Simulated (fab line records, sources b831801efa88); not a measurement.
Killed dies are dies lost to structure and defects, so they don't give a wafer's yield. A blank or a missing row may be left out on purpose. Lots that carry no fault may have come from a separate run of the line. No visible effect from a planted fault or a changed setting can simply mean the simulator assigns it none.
What tool caused it?    flow gf180mcu    Sampling: 11 lots, 32 wafers, 5 of 602 route steps

== WHAT THE GAUGES SHOWED, per wafer ==
GF_V3_RS_MEAS_24: measurement is done with a four-point probe.
lot   measured      on             V3_W_RS (ohm/sq)
L252  day 22 11:43  film-metro-03  0.325 0.322 0.322
L253  day 23 00:08  film-metro-04  0.334 0.319 0.332
L254  day 23 04:13  film-metro-03  0.317 0.316 0.329
L256  day 24 08:13  film-metro-03  0.207 0.210
L257  day 24 10:04  film-metro-01  0.331 0.210 0.329
L260  day 25 09:56  film-metro-03  0.324 0.323 0.320
L261  day 25 12:04  film-metro-03  0.324 0.322 0.321
L264  day 26 19:52  film-metro-03  0.325 0.327 0.329
L266  day 27 11:32  film-metro-01  0.317 0.327 0.327
L267  day 27 21:16  film-metro-03  0.321 0.329 0.326
L269  day 28 07:35  film-metro-03  0.321 0.327 0.326

GF_V3_THK_MEAS_25: measures by xrf.
lot   measured      on             V3_W_THK (nm)
L252  day 22 11:49  film-metro-03  347 352 350
L253  day 23 00:15  film-metro-04  332 351 337
L254  day 23 04:19  film-metro-03  354 353 340
L256  day 24 08:19  film-metro-03  525 520
L257  day 24 10:11  film-metro-01  343 536 344
L260  day 25 10:02  film-metro-03  343 349 347
L261  day 25 12:11  film-metro-03  347 346 347
L264  day 26 19:58  film-metro-03  346 345 341
L266  day 27 11:38  film-metro-01  352 341 343
L267  day 27 21:21  film-metro-03  346 340 345
L269  day 28 07:42  film-metro-03  348 342 339

== EACH LOT AND THE TOOL THAT RAN IT (in order: tool; ch and the chambers of the sampled wafers; start) ==
lot   GF_M3_SPUTTER_03              GF_V3_STRIP_18                        GF_V3_CVD_23
L252  pvd-sputter-01, day 20 08:53  plasma-asher-03 ch 0,1, day 22 10:54  cvd-w-02 ch 0,1, day 22 11:37
L253  pvd-sputter-04, day 20 22:44  plasma-asher-03 ch 0,1, day 22 23:23  cvd-w-01 ch 0,1, day 23 00:01
L254  pvd-sputter-01, day 21 02:27  plasma-asher-01 ch 0,1, day 23 03:26  cvd-w-01 ch 0,1, day 23 04:05
L256  pvd-sputter-01, day 22 08:05  plasma-asher-03 ch 0,1, day 24 07:27  cvd-w-01 ch 1, day 24 08:05
L257  pvd-sputter-01, day 22 10:17  plasma-asher-01 ch 0,1, day 24 09:19  cvd-w-01 ch 0,1, day 24 09:57
L260  pvd-sputter-01, day 23 11:02  plasma-asher-03 ch 0,1, day 25 09:11  cvd-w-02 ch 0,1, day 25 09:49
L261  pvd-sputter-01, day 23 14:04  plasma-asher-01 ch 0,1, day 25 11:18  cvd-w-02 ch 1, day 25 11:57
L264  pvd-sputter-01, day 24 22:22  plasma-asher-01 ch 0,1, day 26 18:46  cvd-w-02 ch 0,1, day 26 19:46
L266  pvd-sputter-03, day 25 15:39  plasma-asher-01 ch 0,1, day 27 10:46  cvd-w-02 ch 0,1, day 27 11:24
L267  pvd-sputter-03, day 26 01:40  plasma-asher-03 ch 0,1, day 27 20:29  cvd-w-02 ch 0,1, day 27 21:07
L269  pvd-sputter-01, day 26 12:57  plasma-asher-03 ch 0, day 28 06:50    cvd-w-02 ch 0,1, day 28 07:28
- GF_M3_SPUTTER_03: material Ti, target thk 10 nm, time 6.7 s.
- GF_V3_STRIP_18: strips in O2/N2.
- GF_V3_CVD_23: deposits W, target thk 350 nm, time 104.9 s.

== WHAT THE TOOLS THEMSELVES READ (means of the sampled wafers that have a number; where no wafer has one, the mark that the record gives instead) ==
GF_M3_SPUTTER_03.
lot   tool            throttle-valve-pct (%)
L252  pvd-sputter-01  28.9
L253  pvd-sputter-04  30.0
L254  pvd-sputter-01  29.4
L256  pvd-sputter-01  29.6
L257  pvd-sputter-01  29.5
L260  pvd-sputter-01  29.9
L261  pvd-sputter-01  29.4
L264  pvd-sputter-01  29.8
L266  pvd-sputter-03  29.6
L267  pvd-sputter-03  30.0
L269  pvd-sputter-01  29.3

GF_V3_STRIP_18.
lot   tool             drypump-motor-current-A (A)  heater-power-w (W)  oes-product-au (a.u.)
L252  plasma-asher-03  5.7                          315                 0.591
L253  plasma-asher-03  5.7                          320                 0.587
L254  plasma-asher-01  5.3                          331                 0.594
L256  plasma-asher-03  5.6                          318                 0.589
L257  plasma-asher-01  5.3                          332                 0.591
L260  plasma-asher-03  5.5                          322                 0.594
L261  plasma-asher-01  5.5                          321                 0.590
L264  plasma-asher-01  5.3                          332                 0.590
L266  plasma-asher-01  5.5                          323                 0.593
L267  plasma-asher-03  5.5                          320                 0.590
L269  plasma-asher-03  5.2                          328                 0.595

GF_V3_CVD_23.
lot   tool      heater-power-w (W)
L252  cvd-w-02  768
L253  cvd-w-01  884
L254  cvd-w-01  873
L256  cvd-w-01  862
L257  cvd-w-01  891
L260  cvd-w-02  813
L261  cvd-w-02  728
L264  cvd-w-02  831
L266  cvd-w-02  827
L267  cvd-w-02  779
L269  cvd-w-02  843

== THE ANSWER, worked out from the rows above alone ==
Rule: what is usual is taken from the lots themselves. Put in order of their means at a reading, lots are off if they are a third of the lots or fewer, leave a main group of 4 or more, and stand apart from it by a gap of 3 or more times the standard deviation of the main group's means; of several such gaps the widest counts. If all means in a main group match to the digits the tables above print for the reading, that group is not used. Also off: a lot with no number at a reading for which 4 or more lots have one. All remaining lots with rows at the step are treated as sound. First the gauges in route order, then the tools' own readings, where a lot's mean is used as printed above. At the first step where some lot is off, the reading lying furthest off is the one used; lots without a number count as furthest.
Off: L256, L257, at GF_V3_RS_MEAS_24 (V3_W_RS). Mean 0.324 ohm/sq and standard deviation 0.0023 in the main group.
If a tool, at a process step before that reading, ran all the lots that are off and no sound lot after the first of them, it fits. The gauges at GF_V3_RS_MEAS_24 are tried like those tools. One candidate fits, namely cvd-w-01 at GF_V3_CVD_23. Its last sound lot is L254 (day 23 04:05), its first lot that is off L256 (day 24 08:05): a fault that began between those two fits.

== WHAT THE SIMULATOR HAD PUT IN ==
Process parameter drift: cvd-w-01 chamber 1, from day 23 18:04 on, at GF_V3_CVD_23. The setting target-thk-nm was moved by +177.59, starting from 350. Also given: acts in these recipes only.
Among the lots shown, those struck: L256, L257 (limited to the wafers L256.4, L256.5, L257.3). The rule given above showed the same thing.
